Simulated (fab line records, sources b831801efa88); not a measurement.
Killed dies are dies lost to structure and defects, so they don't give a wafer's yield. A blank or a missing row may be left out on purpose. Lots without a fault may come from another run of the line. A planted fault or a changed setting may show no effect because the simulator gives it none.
A struck lot beside a sound one | flow sky130 | 15 steps out of a route of 708
Sound: wafers L238.2, L238.4, L238.5. Struck: wafers L233.1, L233.2, L233.5. The cause comes at the end.
At each step with rows: each side's tool, then ch and its chambers, then its first start. Under that, the readings that differ: sound wafers | struck wafers | difference of the means | sigmas: that difference in standard deviations of wafers without a fault.
alike: readings whose means differ by less than 2 such deviations, and words and numbers that are the same on both sides. not compared: withheld readings, readings that some wafer has no value for, bounds like >300 that may hide the same value, and numbers for which the record gives no deviation and whose values overlap.
The two part at a step that has a row with sigmas, a row that says differs or no value, or rows on one side only. Numbers that don't overlap but have no deviation are shown without sigmas and don't part them. A reading that every wafer of one side lacks parts them only if that side has two wafers or more.

SKY_VT_ADJUST_HVTR_OVL_MEAS_08:
  sound on overlay-02, day 16 07:55; struck on overlay-01, day 14 17:42
  alike: VT_ADJUST_HVTR_OVL
then, 1 step without rows for these wafers: SKY_VT_ADJUST_HVTR_IMPLANT_09.
SKY_VT_ADJUST_HVTR_STRIP_10: strips in O2/N2.
  sound on plasma_asher-02 ch 0,1, day 16 08:05; struck on plasma_asher-01 ch 0,1, day 14 17:53
  alike: drypump_motor_current_A, oes_product_au, strip_time_to_endpoint_s
  not compared: rf_hours_counter_h
SKY_VT_ADJUST_HVTR_TW_MEAS_11:
  sound on film_metro-03, day 16 08:12; struck on film_metro-04, day 14 17:59
  reading           | sound             | struck            | difference | sigmas
  VT_ADJUST_HVTR_TW | 205.5 205.2 206.7 | 212.3 211.5 211.7 | +6.0       | +3
then, 7 steps without rows for these wafers: SKY_VT_ADJUST_PCH_DEHYDRATE_00 (time 60 s); SKY_VT_ADJUST_PCH_HMDS_01 (prime time 60 s); SKY_VT_ADJUST_PCH_COAT_02 (resist thk 3000 nm); SKY_VT_ADJUST_PCH_SOFTBAKE_03; SKY_VT_ADJUST_PCH_EXPOSE_04 (exposes mask NWM, target cd 840 nm); SKY_VT_ADJUST_PCH_PEB_05; SKY_VT_ADJUST_PCH_DEVELOP_06 (develop time 60 s).
SKY_VT_ADJUST_PCH_OVL_MEAS_07:
  sound on overlay-02, day 17 14:06; struck on overlay-02, day 15 22:44
  alike: VT_ADJUST_PCH_OVL
SKY_VT_ADJUST_PCH_IMPLANT_08:
  sound on implanter-02 ch 0, day 17 14:10; struck on implanter-03, day 15 22:47
  no value came back on the struck wafers for beam_energy_keV, beam_on_s (s); on the sound wafers beam_energy_keV reads 9.996 9.997 9.999
SKY_VT_ADJUST_PCH_STRIP_09: strips in O2/N2.
  sound on plasma_asher-04 ch 0,1, day 17 14:17; struck on plasma_asher-03 ch 0,1, day 15 22:56
  reading                     | sound       | struck      | difference | sigmas
  drypump_motor_current_A (A) | 5.6 5.6 4.9 | 6.2 6.2 6.2 | +0.8       | +2
  alike: oes_product_au, strip_time_to_endpoint_s
  not compared: rf_hours_counter_h
SKY_VT_ADJUST_PCH_TW_MEAS_10:
  sound on film_metro-01, day 17 14:23; struck on film_metro-01, day 15 23:02
  reading          | sound             | struck         | difference | sigmas
  VT_ADJUST_PCH_TW | 142.6 143.5 142.8 | 29.7 29.9 29.8 | -113.2     | -87

WHERE THEY PART
First at SKY_VT_ADJUST_HVTR_TW_MEAS_11; last, within this record, at SKY_VT_ADJUST_PCH_TW_MEAS_10.

WHY: what the simulator had put in
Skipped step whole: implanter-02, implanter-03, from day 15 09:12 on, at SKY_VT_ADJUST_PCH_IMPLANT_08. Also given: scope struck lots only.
